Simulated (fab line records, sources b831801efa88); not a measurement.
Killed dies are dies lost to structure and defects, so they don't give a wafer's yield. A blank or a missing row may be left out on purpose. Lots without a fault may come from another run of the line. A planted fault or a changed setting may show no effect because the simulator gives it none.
fab line records | flow gf180mcu
record lots=5 wafers=15 last_day=34
route steps=602 shown V1@352 M2@362 V2@382
lots that met no fault: from a run of the same line without faults
start_h: hours from the record's first day to the start of the lot's first wafer shown | wait_h: hours since the lot's step before | " the same as in the row above | L1.1+2: a row that stands for several wafers | - no value, or no start given | * or withheld: withheld | < > ~ a bound
route shown NAME@n: a module of which the file shows steps, and the number in the route of the first | usual: mean/standard deviation of fault-free wafers | same: alike in all rows | chamber/n: place in a boat | sites: the reading at each site | _std_site: their standard deviation | _edge_site: outer sites' mean less inner sites' | radius_mm: how far each site lies from the wafer's centre | mask NAME#n: copy n | behind: the tool/chamber that last shaped the wafer | hold: why the lot was held/for how many hours/how that ended | device: the transistor (n, p or np) that didn't switch | end of line: the same wafers' tests at the end of the route | a step without rows: its recipe alone | killed: dies lost to structure and defects at the first sort, not the wafer's yield | map: a wafer's dies, x killed, . not, _ none there
set.NAME: the setting as run; set.NAME@STEP: as run at that earlier step | model.NAME: the simulator's own value behind a step, which no gauge read
lots at some steps of the route; a table a step, a row a wafer
services: from which hour (start_h, from the record's first day; less than 0 if before it) a tool's chamber was out of use, for how many hours, and why
## steps
# step GF_V1_ETCH_17
# recipe chemistry=C4F8/O2/Ar mask_material=KrF target=SiO2 stop_on=TiN source_w=1500 bias_w=1200 pressure_mtorr=40 c4f8_flow_sccm=withheld O2_flow_sccm=6 Ar_flow_sccm=300 time_s=withheld target_depth_a=6300
# usual oes_product_au=0.856/0.0049
# columns lot.wafer tool chamber start_h wait_h oes_product_au
L081.1 rie_diel-04 0 - - 0.856
L081.4 " 1 " " 0.852
L081.6 " 0 " " 0.860
L083.2 rie_diel-01 1 - - 0.864
L083.3 " 2 " " 0.850
L083.4 " 3 " " 0.853
L086.1 rie_diel-03 2 - - 0.851
L086.2 " 0 " " 0.855
L086.5 " 2 " " 0.855
L091.2 rie_diel-01 0 - - 0.862
L091.4 " 3 " " 0.856
L091.5 " 0 " " 0.857
L096.3 rie_diel-04 0 - - 0.856
L096.4 " 3 " " 0.851
L096.5 " 3 " " 0.857
# step GF_V1_STRIP_18
# recipe chemistry=O2/N2 power_w=1400 pressure_mtorr=1500 platen_temp_c=250 o2_flow_sccm=3000 n2_flow_sccm=300 overash_fraction=0.5
# usual drypump_motor_current_A=5.7/0.48 heater_power_w=348/29 oes_product_au=0.593/0.0048
# columns lot.wafer tool chamber start_h wait_h drypump_motor_current_A heater_power_w oes_product_au rf_hours_counter_h
L081.1 plasma_asher-03 0 482.36 - 5.4 350 0.603 37
L081.4 " 0 " " 5.4 344 0.593 -
L081.6 " 0 " " 5.4 347 0.594 -
L083.2 plasma_asher-03 1 498.65 - 5.1 329 0.589 39
L083.3 " 1 " " 5.1 338 0.591 -
L083.4 " 0 " " 5.4 346 0.593 -
L086.1 plasma_asher-03 0 515.16 - 5.4 348 0.584 40
L086.2 " 1 " " 5.1 323 0.586 40
L086.5 " 1 " " 5.1 322 0.587 -
L091.2 plasma_asher-01 1 559.94 - 6.0 324 0.595 91
L091.4 " 1 " " 6.0 325 0.592 -
L091.5 " 1 " " 6.0 315 0.599 -
L096.3 plasma_asher-02 0 600.54 - 5.9 366 0.599 -
L096.4 " 1 " " 5.7 336 0.585 -
L096.5 " 1 " " 5.7 339 0.592 -
# step GF_V1_STRIP_19
# recipe chemistry=post_etch_residue_remover time_s=1200 temp_c=72.5
# columns lot.wafer tool chamber start_h wait_h
L081.1+4+6 wet_bench-02 1 482.46 0.1
L083.2+3+4 wet_bench-04 0 498.75 0.1
L086.1+2+5 wet_bench-02 3 515.26 0.1
L091.2+4+5 wet_bench-04 1 560.04 0.1
L096.3+4+5 wet_bench-03 0 600.61 0.0
# step GF_V1_CLEAN_20
# recipe chemistry=DIW dry=n2_spin
# columns lot.wafer tool chamber start_h wait_h
L081.1+4+6 wet_bench-03 0 482.80 0.0
L083.2+3+4 wet_bench-03 0 499.10 0.0
L086.1+2+5 wet_bench-04 2 515.60 0.0
L091.2+4+5 wet_bench-03 3 560.38 0.0
L096.3+4+5 wet_bench-02 0 600.95 0.0
# step GF_V1_SPUTTER_21
# recipe material=Ti target_thk_nm=15 chamber_pressure_pa=5 power_w=2500 substrate_temp_c=200 time_s=80.02
# usual throttle_valve_pct=29.5/0.93
# columns lot.wafer tool chamber start_h wait_h throttle_valve_pct
L081.1 pvd_sputter-01 - 482.90 0.0 29.7
L081.4 " - " " 29.2
L081.6 " - " " 30.2
L083.2 pvd_sputter-03 - 499.20 0.0 28.5
L083.3 " - " " 29.1
L083.4 " - " " 29.7
L086.1 pvd_sputter-03 - 515.69 0.0 28.7
L086.2 " - " " 29.5
L086.5 " - " " 28.8
L091.2 pvd_sputter-04 - 560.47 0.0 27.4
L091.4 " - " " 29.6
L091.5 " - " " 31.3
L096.3 pvd_sputter-04 - 601.05 0.0 30.7
L096.4 " - " " 31.0
L096.5 " - " " 29.7
# step GF_V1_SPUTTER_22
# recipe material=TiN target_thk_nm=10 chamber_pressure_pa=5 power_w=4000 time_s=40
# usual throttle_valve_pct=29.4/0.94
# columns lot.wafer tool chamber start_h wait_h throttle_valve_pct
L081.1 pvd_sputter-01 - 482.97 0.0 29.8
L081.4 " - " " 28.9
L081.6 " - " " 30.1
L083.2 pvd_sputter-03 - 499.26 0.0 28.7
L083.3 " - " " 28.8
L083.4 " - " " 29.4
L086.1 pvd_sputter-03 - 515.76 0.0 28.8
L086.2 " - " " 29.5
L086.5 " - " " 28.9
L091.2 pvd_sputter-04 - 560.53 0.0 27.5
L091.4 " - " " 29.5
L091.5 " - " " 30.8
L096.3 pvd_sputter-04 - 601.11 0.0 30.8
L096.4 " - " " 30.9
L096.5 " - " " 29.5
# step GF_V1_CVD_23
# recipe material=W target_thk_nm=350 time_s=105.05 temp_c=400 pressure_torr=40
# usual chamber_pressure_Torr=40.00/0.085 heater_power_w=873/57
# columns lot.wafer tool chamber start_h wait_h chamber_pressure_Torr heater_power_w
L081.1 cvd_w-02 1 483.02 0.0 39.94 804
L081.4 " 0 " " 40.09 891
L081.6 " 0 " " 40.10 910
L083.2 cvd_w-02 1 499.30 0.0 39.87 768
L083.3 " 1 " " 39.98 787
L083.4 " 0 " " 39.91 887
L086.1 cvd_w-01 0 515.79 0.0 39.94 967
L086.2 " 1 " " 39.93 875
L086.5 " 1 " " 39.92 875
L091.2 cvd_w-02 1 560.57 0.0 39.92 780
L091.4 " 1 " " 40.18 787
L091.5 " 0 " " 39.90 884
L096.3 cvd_w-01 1 601.19 0.1 40.02 862
L096.4 " 0 " " 40.03 948
L096.5 " 1 " " 39.90 849
# step GF_V1_RS_MEAS_24
# recipe thk_meas_gauge=four-point-probe reads=W_of_V1_CVD_23+TiN_of_V1_SPUTTER_22+Ti_of_V1_SPUTTER_21
# usual V1_W_RS=0.3277/0.003
# columns lot.wafer tool chamber start_h wait_h V1_W_RS[ohm/sq]
L081.1 film_metro-02 - 483.13 0.1 0.3299
L081.4 " - " " 0.3299
L081.6 " - " " 0.3311
L083.2 film_metro-01 - 499.43 0.1 0.3261
L083.3 " - " " 0.3210
L083.4 " - " " 0.3236
L086.1 film_metro-01 - 515.91 0.1 0.3249
L086.2 " - " " 0.3294
L086.5 " - " " 0.3277
L091.2 film_metro-02 - 560.70 0.1 0.3269
L091.4 " - " " 0.3286
L091.5 " - " " 0.3313
L096.3 film_metro-03 - 601.30 0.1 0.3317
L096.4 " - " " 0.3281
L096.5 " - " " 0.3307
# step GF_V1_THK_MEAS_25
# recipe thk_meas_gauge=xrf reads=W_of_V1_CVD_23
# usual V1_W_THK=352/4.6
# columns lot.wafer tool chamber start_h wait_h V1_W_THK[nm]
L081.1 film_metro-02 - 483.25 0.1 349
L081.4 " - " " 351
L081.6 " - " " 349
L083.2 film_metro-01 - 499.54 0.1 356
L083.3 " - " " 363
L083.4 " - " " 358
L086.1 film_metro-01 - 516.03 0.1 352
L086.2 " - " " 345
L086.5 " - " " 348
L091.2 film_metro-02 - 560.81 0.1 358
L091.4 " - " " 350
L091.5 " - " " 350
L096.3 film_metro-03 - 601.40 0.1 347
L096.4 " - " " 350
L096.5 " - " " 347
# step GF_V1_CMP_26
# recipe stop_on=SiO2 down_force_psi=3.5 platen_rpm=60 t_overpolish_s=15 target_thk_nm=0 pad_velocity_m_s=0.94248
# usual motor_current_A=10.9/1.2 overpolish_run_s=14.998/0.0083 time_to_endpoint_s=85/4.3
# columns lot.wafer tool chamber start_h wait_h motor_current_A overpolish_run_s time_to_endpoint_s
L081.1 cmp-02 1 483.31 0.1 12.9 15.005 88
L081.4 " 0 " " 11.1 14.993 89
L081.6 " 1 " " 12.8 14.995 88
L083.2 cmp-01 0 499.59 0.0 9.0 14.993 82
L083.3 " 1 " " 12.2 14.991 82
L083.4 " 2 " " 11.8 14.990 93
L086.1 cmp-01 0 516.09 0.1 8.8 15.007 83
L086.2 " 1 " " 11.9 15.002 84
L086.5 " 0 " " 9.1 15.011 82
L091.2 cmp-02 2 560.91 0.1 11.4 14.994 82
L091.4 " 3 " " 10.5 14.983 85
L091.5 " 1 " " 12.5 14.996 84
L096.4 cmp-02 3 601.44 0.0 10.0 14.994 81
L096.3 " 1 " " 12.9 14.990 79
L096.5 " 0 " " 10.7 15.003 82
# step GF_M2_SPUTTER_00
# recipe material=Ti target_thk_nm=37.5 arriving_ion_energy_ev=80 substrate_temp_c=200 chamber_pressure_pa=2 power_w=4000 time_s=150
# usual throttle_valve_pct=29.8/1
# columns lot.wafer tool chamber start_h wait_h throttle_valve_pct
L081.1 pvd_sputter-04 - 483.61 0.2 27.4
L081.4 " - " " 29.6
L081.6 " - " " 27.6
L083.2 pvd_sputter-02 - 499.89 0.2 28.7
L083.3 " - " " 29.1
L083.4 " - " " 31.6
L086.1 pvd_sputter-04 - 516.39 0.2 29.6
L086.2 " - " " 27.4
L086.5 " - " " 29.8
L091.2 pvd_sputter-02 - 561.16 0.2 29.3
L091.4 " - " " 31.2
L091.5 " - " " 28.7
L096.3 pvd_sputter-04 - 601.74 0.1 30.4
L096.4 " - " " 30.8
L096.5 " - " " 30.7
# step GF_M2_SPUTTER_01
# recipe material=TiN target_thk_nm=30 power_w=6500 time_s=25 chamber_pressure_pa=0.4
# usual throttle_valve_pct=29.8/1
# columns lot.wafer tool chamber start_h wait_h throttle_valve_pct
L081.1 pvd_sputter-04 - 483.71 0.1 27.5
L081.4 " - " " 29.7
L081.6 " - " " 27.3
L083.2 pvd_sputter-02 - 499.99 0.1 28.7
L083.3 " - " " 29.4
L083.4 " - " " 31.4
L086.1 pvd_sputter-04 - 516.49 0.1 29.5
L086.2 " - " " 27.5
L086.5 " - " " 29.6
L091.2 pvd_sputter-02 - 561.26 0.1 29.1
L091.4 " - " " 31.1
L091.5 " - " " 28.8
L096.3 pvd_sputter-04 - 601.84 0.1 30.7
L096.4 " - " " 31.0
L096.5 " - " " 30.8
# step GF_M2_SPUTTER_02
# recipe material=AlCu target_thk_nm=450 power_w=10600 time_s=23.9 chamber_pressure_pa=0.4
# usual throttle_valve_pct=29.8/1
# columns lot.wafer tool chamber start_h wait_h throttle_valve_pct
L081.1 pvd_sputter-04 - 483.74 0.0 27.4
L081.4 " - " " 29.4
L081.6 " - " " 27.6
L083.2 pvd_sputter-02 - 500.02 0.0 28.6
L083.3 " - " " 29.4
L083.4 " - " " 31.7
L086.1 pvd_sputter-04 - 516.52 0.0 30.0
L086.2 " - " " 27.4
L086.5 " - " " 29.7
L091.2 pvd_sputter-02 - 561.29 0.0 29.3
L091.4 " - " " 31.4
L091.5 " - " " 28.9
L096.3 pvd_sputter-04 - 601.87 0.0 30.8
L096.4 " - " " 31.1
L096.5 " - " " 30.8
# step GF_M2_SPUTTER_03
# recipe material=Ti target_thk_nm=10 substrate_temp_c=300 chamber_pressure_pa=0.3 power_w=3000 time_s=6.7
# usual throttle_valve_pct=29.8/1.1
# columns lot.wafer tool chamber start_h wait_h throttle_valve_pct
L081.1 pvd_sputter-04 - 483.77 0.0 27.1
L081.4 " - " " 29.4
L081.6 " - " " 27.4
L083.2 pvd_sputter-02 - 500.05 0.0 28.5
L083.3 " - " " 29.0
L083.4 " - " " 31.6
L086.1 pvd_sputter-04 - 516.55 0.0 29.7
L086.2 " - " " 27.3
L086.5 " - " " 29.4
L091.2 pvd_sputter-02 - 561.32 0.0 29.4
L091.4 " - " " 31.4
L091.5 " - " " 28.8
L096.3 pvd_sputter-04 - 601.90 0.0 30.7
L096.4 " - " " 31.0
L096.5 " - " " 30.5
# step GF_M2_SPUTTER_04
# recipe material=TiN target_thk_nm=50 power_w=6500 time_s=41.7 chamber_pressure_pa=0.4
# usual throttle_valve_pct=29.8/1
# columns lot.wafer tool chamber start_h wait_h throttle_valve_pct
L081.1 pvd_sputter-04 - 483.79 0.0 27.2
L081.4 " - " " 29.9
L081.6 " - " " 27.2
L083.2 pvd_sputter-02 - 500.07 0.0 28.7
L083.3 " - " " 29.5
L083.4 " - " " 31.3
L086.1 pvd_sputter-04 - 516.57 0.0 29.4
L086.2 " - " " 27.3
L086.5 " - " " 29.6
L091.2 pvd_sputter-02 - 561.34 0.0 29.3
L091.4 " - " " 31.5
L091.5 " - " " 29.0
L096.3 pvd_sputter-04 - 601.92 0.0 30.5
L096.4 " - " " 31.0
L096.5 " - " " 30.7
# step GF_M2_RS_MEAS_05
# recipe thk_meas_gauge=four-point-probe reads=TiN_of_M2_SPUTTER_04+Ti_of_M2_SPUTTER_03+AlCu_of_M2_SPUTTER_02+TiN_of_M2_SPUTTER_01+Ti_of_M2_SPUTTER_00
# usual M2_ALCU_RS=0.0692/0.00069
# columns lot.wafer tool chamber start_h wait_h M2_ALCU_RS[ohm/sq]
L081.1 film_metro-02 - 483.83 0.0 0.0689
L081.4 " - " " 0.0690
L081.6 " - " " 0.0691
L083.2 film_metro-02 - 500.13 0.0 0.0677
L083.3 " - " " 0.0683
L083.4 " - " " 0.0687
L086.1 film_metro-04 - 516.61 0.0 0.0687
L086.2 " - " " 0.0690
L086.5 " - " " 0.0692
L091.2 film_metro-01 - 561.40 0.0 0.0701
L091.4 " - " " 0.0703
L091.5 " - " " 0.0699
L096.3 film_metro-02 - 602.00 0.1 0.0695
L096.4 " - " " 0.0695
L096.5 " - " " 0.0698
# step GF_M2_THK_MEAS_06
# recipe thk_meas_gauge=xrf reads=AlCu_of_M2_SPUTTER_02
# usual M2_ALCU_THK=444/4.9
# columns lot.wafer tool chamber start_h wait_h M2_ALCU_THK[nm]
L081.1 film_metro-02 - 483.95 0.1 444
L081.4 " - " " 444
L081.6 " - " " 442
L083.2 film_metro-02 - 500.24 0.1 452
L083.3 " - " " 445
L083.4 " - " " 441
L086.1 film_metro-04 - 516.73 0.1 449
L086.2 " - " " 450
L086.5 " - " " 448
L091.2 film_metro-01 - 561.51 0.1 435
L091.4 " - " " 437
L091.5 " - " " 437
L096.3 film_metro-02 - 602.10 0.1 440
L096.4 " - " " 438
L096.5 " - " " 440
# step GF_M2_DEHYDRATE_07
# recipe temp_c=200 time_s=60
# usual chill_plate_temp_C=23.01/0.097
# columns lot.wafer tool chamber start_h wait_h chill_plate_temp_C
L081.1 litho_track-03 0 494.92 11.0 22.94
L081.4 " 0 " " 22.95
L081.6 " 0 " " 22.85
L083.2 litho_track-01 0 511.35 11.1 23.06
L083.3 " 0 " " 23.02
L083.4 " 0 " " 23.07
L086.1 litho_track-01 0 527.73 11.0 23.16
L086.2 " 0 " " 23.20
L086.5 " 0 " " 22.95
L091.2 litho_track-02 0 571.62 10.1 23.09
L091.4 " 0 " " 23.06
L091.5 " 0 " " 23.11
L096.3 litho_track-03 0 611.67 9.6 22.81
L096.4 " 0 " " 22.88
L096.5 " 0 " " 22.97
# step GF_M2_HMDS_08
# recipe prime_time_s=60 prime_temp_c=120
# usual chill_plate_temp_C=23.00/0.12 prime_temp_c=120.01/0.16
# columns lot.wafer tool chamber start_h wait_h chill_plate_temp_C prime_temp_c
L081.1 litho_track-03 0 495.07 0.1 22.90 119.91
L081.4 " 0 " " 22.95 119.92
L081.6 " 0 " " 23.06 119.82
L083.2 litho_track-01 0 511.50 0.1 23.03 120.06
L083.3 " 0 " " 22.97 119.92
L083.4 " 0 " " 22.97 119.86
L086.1 litho_track-01 0 527.88 0.1 23.04 120.18
L086.2 " 0 " " 23.21 120.07
L086.5 " 0 " " 23.13 119.95
L091.2 litho_track-02 0 571.77 0.1 22.91 120.14
L091.4 " 0 " " 22.92 120.38
L091.5 " 0 " " 22.91 120.18
L096.3 litho_track-03 0 611.82 0.1 23.06 120.30
L096.4 " 0 " " 22.98 120.12
L096.5 " 0 " " 23.12 120.32
# step GF_M2_COAT_09
# recipe resist=KrF spin_rpm=withheld resist_thk_nm=1000
# usual chill_plate_temp_C=23.02/0.1
# columns lot.wafer tool chamber start_h wait_h chill_plate_temp_C
L081.1 litho_track-03 0 495.22 0.1 23.21
L081.4 " 0 " " 23.03
L081.6 " 0 " " 23.05
L083.2 litho_track-01 0 511.65 0.1 23.19
L083.3 " 0 " " 22.99
L083.4 " 0 " " 22.95
L086.1 litho_track-01 0 528.03 0.1 23.08
L086.2 " 0 " " 23.22
L086.5 " 0 " " 22.97
L091.2 litho_track-02 0 571.92 0.1 23.09
L091.4 " 0 " " 23.01
L091.5 " 0 " " 23.21
L096.3 litho_track-03 0 611.97 0.1 22.90
L096.4 " 0 " " 22.86
L096.5 " 0 " " 22.97
# step GF_M2_SOFTBAKE_10
# recipe temp_c=130 time_s=60 resist=KrF
# usual chill_plate_temp_C=23.02/0.11
# columns lot.wafer tool chamber start_h wait_h chill_plate_temp_C
L081.1 litho_track-03 0 495.37 0.1 22.95
L081.4 " 0 " " 23.20
L081.6 " 0 " " 22.86
L083.2 litho_track-01 0 511.80 0.1 23.16
L083.3 " 0 " " 23.14
L083.4 " 0 " " 23.03
L086.1 litho_track-01 0 528.18 0.1 23.02
L086.2 " 0 " " 23.06
L086.5 " 0 " " 22.93
L091.2 litho_track-02 0 572.07 0.1 22.99
L091.4 " 0 " " 22.86
L091.5 " 0 " " 22.95
L096.3 litho_track-03 0 612.12 0.1 23.05
L096.4 " 0 " " 23.11
L096.5 " 0 " " 23.09
# step GF_M2_EXPOSE_11
# recipe mask_id=Metal2 target_cd_nm=280 na=0.68 source_shape=conventional sigma_outer=0.6 dose_mj=28
# columns lot.wafer tool chamber start_h wait_h mask
L081.1+4+6 krf_scanner-02 0 - - Metal2#0
L083.2+3+4 krf_scanner-01 0 - - Metal2#0
L086.1+2+5 krf_scanner-01 0 - - Metal2#0
L091.2+4+5 krf_scanner-01 0 - - Metal2#0
L096.3+4+5 krf_scanner-02 0 - - Metal2#0
# step GF_M2_PEB_12
# recipe peb_temp_c=135 peb_time_s=90 resist=KrF
# usual chill_plate_temp_C=22.98/0.11
# columns lot.wafer tool chamber start_h wait_h chill_plate_temp_C
L081.1 litho_track-02 0 - - 22.95
L081.4 " 0 " " 22.90
L081.6 " 0 " " 22.92
L083.2 litho_track-01 0 - - 23.00
L083.3 " 0 " " 23.12
L083.4 " 0 " " 23.01
L086.1 litho_track-02 0 - - 22.95
L086.2 " 0 " " 22.91
L086.5 " 0 " " 23.07
L091.2 litho_track-01 0 - - 22.93
L091.4 " 0 " " 22.83
L091.5 " 0 " " 22.94
L096.3 litho_track-03 0 - - 22.94
L096.4 " 0 " " 22.95
L096.5 " 0 " " 22.82
# step GF_M2_DEVELOP_13
# recipe develop_time_s=60 dev_temp_c=21
# usual chill_plate_temp_C=22.98/0.094
# columns lot.wafer tool chamber start_h wait_h chill_plate_temp_C
L081.1 litho_track-02 0 506.64 0.2 23.06
L081.4 " 0 " " 22.99
L081.6 " 0 " " 22.96
L083.2 litho_track-01 0 523.75 0.2 22.94
L083.3 " 0 " " 22.98
L083.4 " 0 " " 23.08
L086.1 litho_track-02 0 539.24 0.2 22.79
L086.2 " 0 " " 22.93
L086.5 " 0 " " 22.97
L091.2 litho_track-01 0 583.00 0.2 22.84
L091.4 " 0 " " 22.92
L091.5 " 0 " " 22.94
L096.3 litho_track-03 0 621.97 0.1 22.94
L096.4 " 0 " " 22.90
L096.5 " 0 " " 22.92
# step GF_M2_CD_MEAS_14
# recipe target_cd_nm=280
# usual cd_nm=279.9/1.1
# columns lot.wafer tool chamber start_h wait_h cd_nm
L081.1 cd_sem-01 - 506.79 0.1 280.2
L081.4 " - " " 281.1
L081.6 " - " " 280.5
L083.2 cd_sem-01 - 523.90 0.1 281.1
L083.3 " - " " 281.9
L083.4 " - " " 281.7
L086.1 cd_sem-02 - 539.39 0.1 280.5
L086.2 " - " " 282.3
L086.5 " - " " 281.2
L091.2 cd_sem-01 - 583.15 0.1 277.4
L091.4 " - " " 278.4
L091.5 " - " " 277.7
L096.3 cd_sem-02 - 622.11 0.1 279.5
L096.4 " - " " 280.4
L096.5 " - " " 278.5
# step GF_M2_OVL_MEAS_15
# usual M2_OVL=0/6.2
# columns lot.wafer tool chamber start_h wait_h M2_OVL[nm]
L081.1 overlay-02 - 506.91 0.1 -7
L081.4 " - " " -4
L081.6 " - " " 1
L083.2 overlay-02 - 524.00 0.1 -4
L083.3 " - " " -1
L083.4 " - " " -2
L086.1 overlay-01 - 539.51 0.1 -6
L086.2 " - " " 1
L086.5 " - " " 0
L091.2 overlay-01 - 583.25 0.1 0
L091.4 " - " " -9
L091.5 " - " " 0
L096.3 overlay-02 - 622.20 0.1 -3
L096.4 " - " " 1
L096.5 " - " " -6
# step GF_M2_METAL_ETCH_16
# recipe chemistry=Cl2/BCl3 mask_material=KrF target_depth_nm=627.5 stop_on=SiO2 pressure_mtorr=8 icp_w=800 bias_w=140 Cl2_flow_sccm=80 bcl3_flow_sccm=40 time_s=104.6
# usual drypump_motor_current_A=5.94/0.21 oes_product_au=0.973/0.0064 throttle_valve_pct=28.248/0.0097
# columns lot.wafer tool chamber start_h wait_h drypump_motor_current_A oes_product_au rf_hours_counter_h throttle_valve_pct
L081.1 rie_metal-04 0 506.95 0.0 6.15 0.971 8 28.265
L081.4 " 1 " " 5.92 0.982 - 28.243
L081.6 " 1 " " 5.93 0.971 - 28.236
L083.2 rie_metal-04 0 524.03 0.0 6.15 0.974 9 28.223
L083.3 " 1 " " 5.93 0.973 - 28.264
L083.4 " 0 " " 6.17 0.982 - 28.248
L086.1 rie_metal-02 0 539.55 0.0 6.08 0.975 11 28.240
L086.2 " 1 " " 5.95 0.973 1 28.254
L086.5 " 0 " " 6.09 0.975 - 28.252
L091.2 rie_metal-02 1 583.28 0.0 5.92 0.971 2 28.263
L091.4 " 1 " " 5.95 0.975 - 28.265
L091.5 " 0 " " 6.07 0.973 - 28.256
L096.3 rie_metal-04 1 622.26 0.1 5.93 0.964 - 28.260
L096.4 " 0 " " 6.16 0.972 - 28.247
L096.5 " 1 " " 5.91 0.972 - 28.238
# step GF_M2_STRIP_17
# recipe chemistry=O2/N2 power_w=1400 pressure_mtorr=1500 platen_temp_c=250 o2_flow_sccm=3000 n2_flow_sccm=300 overash_fraction=0.5
# usual drypump_motor_current_A=5.6/0.6 heater_power_w=360/51 oes_product_au=0.557/0.0051 strip_time_to_endpoint_s=7.86/0.052
# columns lot.wafer tool chamber start_h wait_h drypump_motor_current_A heater_power_w oes_product_au rf_hours_counter_h strip_time_to_endpoint_s
L081.1 plasma_asher-03 1 507.06 0.1 5.1 329 0.554 40 7.95
L081.4 " 0 " " 5.4 356 0.555 - 7.86
L081.6 " 1 " " 5.1 327 0.555 - 7.90
L083.2 plasma_asher-04 0 524.14 0.1 5.1 305 0.568 9 7.93
L083.3 " 1 " " 5.2 436 0.557 - 7.90
L083.4 " 0 " " 5.0 310 0.559 - 7.94
L086.1 plasma_asher-04 1 539.66 0.1 5.2 442 0.553 11 7.82
L086.2 " 0 " " 5.0 305 0.555 11 7.78
L086.5 " 1 " " 5.2 432 0.550 - 7.77
L091.2 plasma_asher-03 1 583.39 0.1 5.1 336 0.555 47 7.82
L091.4 " 1 " " 5.1 334 0.556 - 7.79
L091.5 " 1 " " 5.1 322 0.558 - 7.94
L096.3 plasma_asher-01 0 622.37 0.1 6.6 419 0.563 - 7.89
L096.4 " 1 " " 6.0 323 0.565 - 7.89
L096.5 " 0 " " 6.7 416 0.559 - 7.90
# step GF_M2_STRIP_18
# recipe chemistry=post_etch_residue_remover time_s=1200 temp_c=72.5
# columns lot.wafer tool chamber start_h wait_h
L081.1+4+6 wet_bench-01 2 507.16 0.1
L083.2+3+4 wet_bench-01 3 524.24 0.1
L086.1+2+5 wet_bench-01 2 539.76 0.1
L091.2+4+5 wet_bench-04 3 583.49 0.1
L096.3+4+5 wet_bench-04 3 622.44 0.0
# step GF_M2_CLEAN_19
# recipe chemistry=DIW dry=n2_spin
# columns lot.wafer tool chamber start_h wait_h
L081.1+4+6 wet_bench-02 3 507.50 0.0
L083.2+3+4 wet_bench-04 1 524.59 0.0
L086.1+2+5 wet_bench-04 0 540.10 0.0
L091.2+4+5 wet_bench-04 2 583.83 0.0
L096.3+4+5 wet_bench-02 0 622.78 0.0
# step GF_V2_CVD_00
# recipe material=SiO2 target_thk_nm=600 sigma_open_frac=0.3 temp_c=400 time_s=100 sih4_flow_sccm=60 pressure_mtorr=6
# columns lot.wafer tool chamber start_h wait_h
L081.1+4+6 hdpcvd-01 0,0,2 507.60 0.0
L083.2+3+4 hdpcvd-01 2,1,2 524.69 0.0
L086.1+2+5 hdpcvd-02 1,2,2 540.20 0.0
L091.2+4+5 hdpcvd-01 0,0,2 583.93 0.0
L096.3+4+5 hdpcvd-02 1,0,1 622.87 0.0
# step GF_V2_THK_MEAS_01
# recipe reads=SiO2_of_V2_CVD_00
# usual V2_CVD_00_THK=601/6.2
# columns lot.wafer tool chamber start_h wait_h V2_CVD_00_THK[nm]
L081.1 film_metro-04 - 507.68 0.1 607
L081.4 " - " " 610
L081.6 " - " " 604
L083.2 film_metro-01 - 524.77 0.0 597
L083.3 " - " " 598
L083.4 " - " " 597
L086.1 film_metro-04 - 540.29 0.1 605
L086.2 " - " " 605
L086.5 " - " " 610
L091.2 film_metro-03 - 584.01 0.0 611
L091.4 " - " " 600
L091.5 " - " " 608
L096.3 film_metro-03 - 622.96 0.1 587
L096.4 " - " " 589
L096.5 " - " " 594
# step GF_V2_CVD_02
# recipe material=SiO2 target_thk_nm=850 precursor=TEOS temp_c=400 time_s=94.851 rf_w=600
# usual heater_power_w=700/110
# columns lot.wafer tool chamber start_h wait_h heater_power_w
L081.1 pecvd-02 2 507.74 0.1 646
L081.4 " 0 " " 761
L081.6 " 2 " " 674
L083.2 pecvd-03 0 524.82 0.0 517
L083.3 " 1 " " 565
L083.4 " 1 " " 589
L086.1 pecvd-04 2 540.35 0.1 747
L086.2 " 1 " " 713
L086.5 " 0 " " 734
L091.2 pecvd-02 1 584.06 0.0 815
L091.4 " 1 " " 855
L091.5 " 2 " " 547
L096.3 pecvd-04 0 623.00 0.0 619
L096.4 " 2 " " 651
L096.5 " 0 " " 666
# step GF_V2_THK_MEAS_03
# recipe reads=SiO2_of_V2_CVD_02
# usual V2_CVD_02_THK=853/11
# columns lot.wafer tool chamber start_h wait_h V2_CVD_02_THK[nm]
L081.1 film_metro-04 - 507.86 0.1 842
L081.4 " - " " 866
L081.6 " - " " 865
L083.2 film_metro-04 - 524.90 0.0 845
L083.3 " - " " 853
L083.4 " - " " 866
L086.1 film_metro-04 - 540.42 0.0 838
L086.2 " - " " 846
L086.5 " - " " 843
L091.2 film_metro-03 - 584.14 0.0 862
L091.4 " - " " 878
L091.5 " - " " 864
L096.3 film_metro-04 - 623.09 0.1 838
L096.4 " - " " 859
L096.5 " - " " 856
# step GF_V2_CMP_04
# recipe material=SiO2 down_force_psi=4 platen_rpm=60 pad_velocity_m_s=0.94248
# usual motor_current_A=11.7/1.3 time_to_endpoint_s=82/5.5
# columns lot.wafer tool chamber start_h wait_h motor_current_A time_to_endpoint_s
L081.4 cmp-01 3 507.97 0.1 9.9 85
L081.1 " 0 " " 9.9 74
L081.6 " 2 " " 12.2 94
L083.2 cmp-02 0 525.06 0.2 11.1 79
L083.3 " 2 " " 11.2 78
L083.4 " 3 " " 11.4 90
L086.1 cmp-01 0 540.60 0.2 9.8 75
L086.2 " 1 " " 13.2 77
L086.5 " 3 " " 10.1 74
L091.4 cmp-01 0 584.19 0.0 10.3 86
L091.2 " 1 " " 13.1 82
L091.5 " 0 " " 9.8 79
L096.4 cmp-01 1 623.13 0.0 13.0 83
L096.3 " 0 " " 10.3 72
L096.5 " 1 " " 13.0 78
# step GF_V2_BOW_MEAS_05
# recipe mode=bow
# usual V2_BOW=97/8.3
# columns lot.wafer tool chamber start_h wait_h V2_BOW[um]
L081.1 film_metro-04 - 508.22 0.1 97
L081.4 " - " " 90
L081.6 " - " " 90
L083.2 film_metro-04 - 525.38 0.3 100
L083.3 " - " " 114
L083.4 " - " " 103
L086.1 film_metro-04 - 540.85 0.2 101
L086.2 " - " " 90
L086.5 " - " " 93
L091.2 film_metro-01 - 584.51 0.2 104
L091.4 " - " " 102
L091.5 " - " " 109
L096.3 film_metro-04 - 623.47 0.1 89
L096.4 " - " " 92
L096.5 " - " " 98
## services
# columns tool chamber start_h hours kind
cmp-02 - 465.89 1.4 repair
cmp-01 - 467.45 8.5 pm
hdpcvd-02 - 473.29 11.5 repair
rie_metal-04 - 477.92 0.9 repair
pecvd-02 - 482.03 0.5 repair
plasma_asher-04 - 491.10 2.8 pm
plasma_asher-04 - 494.74 0.9 repair
krf_scanner-02 - 500.93 0.8 pm
cmp-02 - 504.09 0.2 repair
cmp-01 - 508.88 1.8 repair
cmp-02 - 521.19 1.4 repair
pvd_sputter-02 - 524.51 4.8 repair
cmp-02 - 536.71 4.7 repair
hdpcvd-01 - 539.25 15.0 pm
rie_diel-04 2 539.92 2.8 repair
wet_bench-01 - 540.20 1.8 repair
wet_bench-03 - 549.19 4.4 pm
krf_scanner-01 - 550.53 1.0 pm
cmp-01 - 563.35 2.3 repair
cmp-01 - 573.11 4.0 pm
krf_scanner-01 - 573.86 1.3 pm
cmp-02 - 589.34 0.9 repair
krf_scanner-01 - 593.01 0.8 pm
cmp-01 - 616.10 4.1 pm
## key
fault none
